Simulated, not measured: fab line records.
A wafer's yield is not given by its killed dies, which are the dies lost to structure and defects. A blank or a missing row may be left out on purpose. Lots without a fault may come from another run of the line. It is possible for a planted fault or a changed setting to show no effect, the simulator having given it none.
The same fault as seen by 2 desks    flow sky130    numbers are kept per desk, each desk with only its own; the story behind them comes last

## FROM THE METROLOGY DESK
Lot by lot, what the gauges showed, no matter which tool ran the lot: averages of those sampled wafers that carry a number. Any lot whose mean is over 4 standard deviations away from the usual mean is out of limits and marked OUT; that distance is given in the brackets.
Columns: A = SONOS_ONO_CVD_04_THK at SKY_SONOS_ONO_THK_MEAS_05, usual 5.69 nm; B = POLY_GATE_CVD_03_THK at SKY_POLY_GATE_THK_MEAS_04, usual 75.2 nm; C = POLY_GATE_OXIDATION_THK at SKY_POLY_GATE_THK_MEAS_21, usual 3.97 nm
lot   first seen here  A     B     C
L224  day 11 10:17     5.71  75.4  4.03
L226  day 12 02:49     5.75  75.7  4.01
L230  day 13 13:47     5.53  74.2  3.82
L229  day 13 15:02     5.42  75.1  4.00
L232  day 14 06:57     5.68  74.1  3.95
L234  day 14 21:20     5.72  74.8  2.72 (-17) OUT
L235  day 15 08:02     5.69  73.6  2.73 (-17) OUT
L241  day 17 04:25     5.65  75.3  3.97
L242  day 17 14:23     5.86  76.0  3.94
L245  day 18 16:35     5.85  75.9  4.05
L247  day 19 05:13     5.73  75.0  3.95
Finding of this desk: L234, L235 out of limits, first seen on L234 at day 20 08:27 (POLY_GATE_OXIDATION_THK at SKY_POLY_GATE_THK_MEAS_21). L224, L226, L230, L229, L232, L241, L242, L245, L247 stayed within limits.

## DESK OF THE TOOL OWNER: furnace-01
The tool's own readings at SKY_POLY_GATE_OXIDATION_20 (stabilise 600 s, purge 300 s, target thk 4 nm): means of the sampled wafers that have a number, for each lot that ran on this tool. Any lot whose mean is over 4 standard deviations away from the usual mean is out of limits and marked OUT; that distance is given in the brackets. 7 of its 10 readings are shown: the first one out of limits and those lying furthest out on some lot.
Columns: A = spike tc bottom C at SKY_POLY_GATE_OXIDATION_20, usual 867.3 C; B = spike tc centre C at SKY_POLY_GATE_OXIDATION_20, usual 850.6 C; C = spike tc lower C at SKY_POLY_GATE_OXIDATION_20, usual 849.9 C; D = spike tc top C at SKY_POLY_GATE_OXIDATION_20, usual 860.7 C; E = spike tc upper C at SKY_POLY_GATE_OXIDATION_20, usual 851.0 C; F = tube center temp C at SKY_POLY_GATE_OXIDATION_20, usual 850 C; G = tube_center_temp_C_max at SKY_POLY_GATE_OXIDATION_20, usual 852.2
lot   first seen here  A                 B                C                D                E                F                      G
L226  day 16 22:53     869.9             850.6            849.7            860.2            850.3            850                    852.6
L230  day 18 14:28     869.6             850.3            850.0            860.6            852.1            850                    852.2
L232  day 19 10:17     869.7             850.4            849.3            861.6            850.6            850                    852.4
L234  day 20 07:11     843.1 (-9.7) OUT  821.9 (-22) OUT  821.3 (-29) OUT  832.6 (-26) OUT  824.0 (-23) OUT  822 (-99 or more) OUT  824.4 (-77) OUT
L235  day 20 14:23     842.2 (-10) OUT   822.0 (-22) OUT  821.3 (-29) OUT  833.6 (-25) OUT  823.7 (-23) OUT  822 (-99 or more) OUT  824.0 (-78) OUT
L245  day 24 04:57     870.1             850.3            850.5            860.7            851.4            850                    852.2
L247  day 24 15:11     870.2             849.5            850.2            860.1            851.6            850                    852.0
This desk finds L234, L235 out of limits, L234 being first, at day 20 07:11 (spike tc bottom C at SKY_POLY_GATE_OXIDATION_20). L226, L230, L232, L245, L247 stayed within limits.

## ALL TOGETHER
At day 20 07:11, on L234, L235, the tool owner's desk was in a position to raise an alarm.
An alarm was possible from the metrology desk at day 20 08:27, on L234, L235.
On furnace-01, each named lot ran SKY_POLY_GATE_OXIDATION_20.

## WHAT WAS PUT IN BY THE SIMULATOR
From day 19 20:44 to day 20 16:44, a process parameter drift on furnace-01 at SKY_POLY_GATE_OXIDATION_20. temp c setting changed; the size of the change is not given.
Shown lots that were struck: L234, L235.
Counting hours from when the fault started, the first reading out of limits came at 10 for the tool owner's desk and at 12 for the metrology desk.
